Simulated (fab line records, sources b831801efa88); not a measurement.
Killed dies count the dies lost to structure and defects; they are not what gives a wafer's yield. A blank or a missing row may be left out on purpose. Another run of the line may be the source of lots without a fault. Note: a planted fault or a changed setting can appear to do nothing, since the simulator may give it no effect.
Which of the tools did it? / flow sky130 / 14 lots, 42 wafers sampled, at 1 step of a route of 708

== WHAT EACH GAUGE READ, for each wafer ==
The record holds no reading of a measuring or inspecting step that can be judged against a usual standard deviation.

== TOOL THAT RAN EACH LOT (tool first, then ch and the chambers of the sampled wafers, then the start) ==
lot=L389; SKY_GATE_OXIDE_DEVELOP_09=litho_track-01 ch 0, day 13 15:27
lot=L390; SKY_GATE_OXIDE_DEVELOP_09=litho_track-04 ch 0, day 13 20:17
lot=L392; SKY_GATE_OXIDE_DEVELOP_09=litho_track-02 ch 0, day 14 16:35
lot=L393; SKY_GATE_OXIDE_DEVELOP_09=litho_track-01 ch 0, day 15 00:18
lot=L395; SKY_GATE_OXIDE_DEVELOP_09=litho_track-01 ch 0, day 15 17:51
lot=L396; SKY_GATE_OXIDE_DEVELOP_09=litho_track-01 ch 0, day 16 00:52
lot=L399; SKY_GATE_OXIDE_DEVELOP_09=litho_track-04 ch 0, day 17 05:21
lot=L400; SKY_GATE_OXIDE_DEVELOP_09=litho_track-04 ch 0, day 17 18:12
lot=L403; SKY_GATE_OXIDE_DEVELOP_09=litho_track-04, day 18 08:59
lot=L404; SKY_GATE_OXIDE_DEVELOP_09=litho_track-01, day 18 22:45
lot=L408; SKY_GATE_OXIDE_DEVELOP_09=litho_track-01 ch 0, day 21 16:48
lot=L409; SKY_GATE_OXIDE_DEVELOP_09=litho_track-01 ch 0, day 21 17:42
lot=L411; SKY_GATE_OXIDE_DEVELOP_09=litho_track-02 ch 0, day 21 17:54
lot=L410; SKY_GATE_OXIDE_DEVELOP_09=litho_track-04 ch 0, day 21 18:00
- SKY_GATE_OXIDE_DEVELOP_09: develop time 60 s.

== AS READ BY THE TOOLS THEMSELVES (means over the sampled wafers that have a number; for cases with no such wafer, the mark the record gives instead) ==
SKY_GATE_OXIDE_DEVELOP_09. Usual: chill_plate_temp_C 22.96 C, standard deviation 0.13.
lot=L389; tool=litho_track-01; chill_plate_temp_C (C)=22.89; flag=
lot=L390; tool=litho_track-04; chill_plate_temp_C (C)=23.03; flag=
lot=L392; tool=litho_track-02; chill_plate_temp_C (C)=22.94; flag=
lot=L393; tool=litho_track-01; chill_plate_temp_C (C)=22.95; flag=
lot=L395; tool=litho_track-01; chill_plate_temp_C (C)=23.08; flag=
lot=L396; tool=litho_track-01; chill_plate_temp_C (C)=23.12; flag=
lot=L399; tool=litho_track-04; chill_plate_temp_C (C)=23.02; flag=
lot=L400; tool=litho_track-04; chill_plate_temp_C (C)=23.18; flag=
lot=L403; tool=litho_track-04; chill_plate_temp_C (C)=-; flag=OFF
lot=L404; tool=litho_track-01; chill_plate_temp_C (C)=-; flag=OFF
lot=L408; tool=litho_track-01; chill_plate_temp_C (C)=22.96; flag=
lot=L409; tool=litho_track-01; chill_plate_temp_C (C)=23.01; flag=
lot=L411; tool=litho_track-02; chill_plate_temp_C (C)=22.91; flag=
lot=L410; tool=litho_track-04; chill_plate_temp_C (C)=22.85; flag=

== THE ANSWER, worked out from the rows above alone ==
Rule: lot off if the mean of its wafers having a number is beyond 3 standard deviations from the usual mean. Also off: a lot with no number at a reading for which 4 or more lots have one. Where the step has rows for the other lots, those lots are counted as sound. The gauges are gone through in route order, then the tools' own readings, and for those a lot's mean is taken as printed above. The first step at which some lot is off is used, and at that step the reading that is off furthest; a lot without a number counts as furthest.
Off: L403, L404 (SKY_GATE_OXIDE_DEVELOP_09, chill_plate_temp_C). Without a number there: L403, L404.
A tool fits if, at that step or a process step before it, it ran every lot that is off, and no sound lot after the first of them. No candidate that was tried fits.

== WHAT WAS PUT IN BY THE SIMULATOR ==
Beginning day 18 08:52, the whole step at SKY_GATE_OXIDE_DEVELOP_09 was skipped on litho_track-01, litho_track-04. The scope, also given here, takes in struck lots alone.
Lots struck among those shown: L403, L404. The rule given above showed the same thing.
